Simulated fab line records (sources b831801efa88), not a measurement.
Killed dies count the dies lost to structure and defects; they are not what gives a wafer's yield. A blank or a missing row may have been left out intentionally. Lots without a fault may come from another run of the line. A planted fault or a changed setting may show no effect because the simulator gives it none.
The same fault as seen by 2 desks -- flow gf180mcu -- each desk holds nothing but its own numbers, with what lay behind them at the end

## FROM THE METROLOGY DESK
What the gauges read for every lot (on any tool): the sampled wafers with a number, averaged. The brackets show how far a lot's mean lies from the usual mean; more than 4 standard deviations puts the lot out of limits, marked OUT.
Columns: A = HV_LDD_4_TW at GF_HV_LDD_TW_MEAS_50, usual 567; B = SALICIDE_TIN_RS at GF_SALICIDE_RS_MEAS_04, usual 16.33 ohm/sq
lot,first seen here,A,B
L718,day 12 11:57,573,16.35
L719,day 12 17:08,562,16.63
L721,day 13 10:56,565,16.27
L722,day 13 19:59,574,16.42
L723,day 14 04:11,562,16.37
L724,day 14 12:08,560,16.22
L729,day 16 03:59,575,16.65
L733,day 17 11:11,578,11.28 (-19) OUT
L736,day 18 12:06,564,13.77 (-9.8) OUT
L737,day 18 18:56,562,16.15
L738,day 19 03:50,564,16.07
L739,day 19 11:16,567,16.19
L740,day 19 22:04,566,16.13
Finding of this desk: L733, L736 out of limits, first seen on L733 at day 20 17:39 (SALICIDE_TIN_RS at GF_SALICIDE_RS_MEAS_04). In limits: L718, L719, L721, L722, L723, L724, L729, L737, L738, L739, L740.

## DESK OF THE TOOL OWNER: pvdSputter-04
The tool's own readings at GF_SALICIDE_SPUTTER_02 (material Co, target thk 10 nm, time 20 s): means of the sampled wafers that have a number, for each lot that ran on this tool. The brackets show how far a lot's mean lies from the usual mean; more than 4 standard deviations puts the lot out of limits, marked OUT.
Columns: A = throttleValvePct at GF_SALICIDE_SPUTTER_02, usual 29.9 %
lot,first seen here,A
L718,day 15 08:00,29.3
L719,day 15 11:36,29.0
L721,day 16 06:37,29.0
L722,day 16 16:26,29.9
L723,day 17 02:55,29.6
L733,day 20 17:34,29.0
L736,day 21 17:29,28.6
Finding of this desk: none of the 7 lots has anything out of limits.

## ALL TOGETHER
An alarm was possible from the metrology desk at day 20 17:39, on L733, L736.
The tool owner's desk saw nothing out of limits.
Tool owner's desk: L733, L736 on record, inside its limits.
All the named lots went through GF_SALICIDE_SPUTTER_02 on pvdSputter-04.

## WHAT THE SIMULATOR PUT IN
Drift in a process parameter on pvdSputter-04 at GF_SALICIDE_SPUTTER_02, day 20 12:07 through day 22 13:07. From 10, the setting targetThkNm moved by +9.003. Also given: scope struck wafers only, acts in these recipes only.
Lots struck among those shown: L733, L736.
Time in hours between the start of the fault and the first out-of-limits reading at each desk: metrology desk, 6.
